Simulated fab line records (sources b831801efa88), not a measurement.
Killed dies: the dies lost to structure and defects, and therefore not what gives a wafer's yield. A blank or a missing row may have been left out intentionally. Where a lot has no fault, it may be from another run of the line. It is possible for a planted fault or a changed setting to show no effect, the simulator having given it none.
Chamber matching ; flow sky130 ; SKY_VIA3_ETCH_15 on rie_diel-02 has 4 sister chambers
The step etches SiO2 in C4F8/O2/Ar, stops on TiN, target depth 507 nm, time 78 s. 4 wafers are shown with their chamber, then 9 later ones without.

## EACH WAFER AND ITS CHAMBER
wafer;chamber;oes_product_au (a.u.)
L088.3;3;0.959
L090.4;2;0.947
L090.5;1;0.951
L090.6;0;0.949

## WAFERS WITHOUT THEIR CHAMBER
wafer;oes_product_au (a.u.)
L092.3;0.958
L092.4;0.950
L092.6;0.958
L096.3;0.956
L096.4;0.954
L096.5;0.950
L097.2;0.957
L097.3;0.956
L097.5;0.945

## EACH ONE'S CHAMBER
wafer;from the rows above;in truth
L092.3;3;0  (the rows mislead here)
L092.4;can't be placed: 0 or 1 or 2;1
L092.6;3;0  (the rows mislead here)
L096.3;can't be placed: 3 or 1 or 0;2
L096.4;can't be placed: 1 or 0 or 3 or 2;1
L096.5;can't be placed: 0 or 1 or 2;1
L097.2;can't be placed: 3 or 1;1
L097.3;can't be placed: 3 or 1 or 0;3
L097.5;can't be placed: 2 or 0 or 1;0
Correct placement for 0 of the 9. Not placeable from these rows: 7 (in 6, the candidates include the true chamber). Wrongly placed: 2.
How it was worked out, from the rows above alone: a wafer's distance from a chamber is the root of the sum, over the readings, of the square of ((its reading less the chamber's mean) divided by the reading's scatter). If the next closest chamber is less than 2 further off than the closest, the wafer can't be placed; otherwise it belongs to the closest. The mean given for a chamber averages the wafers shown for that chamber. The scatter (one wafer shown for each chamber): square how far every hidden wafer sits from the nearest shown wafer, average those squares and take the square root.
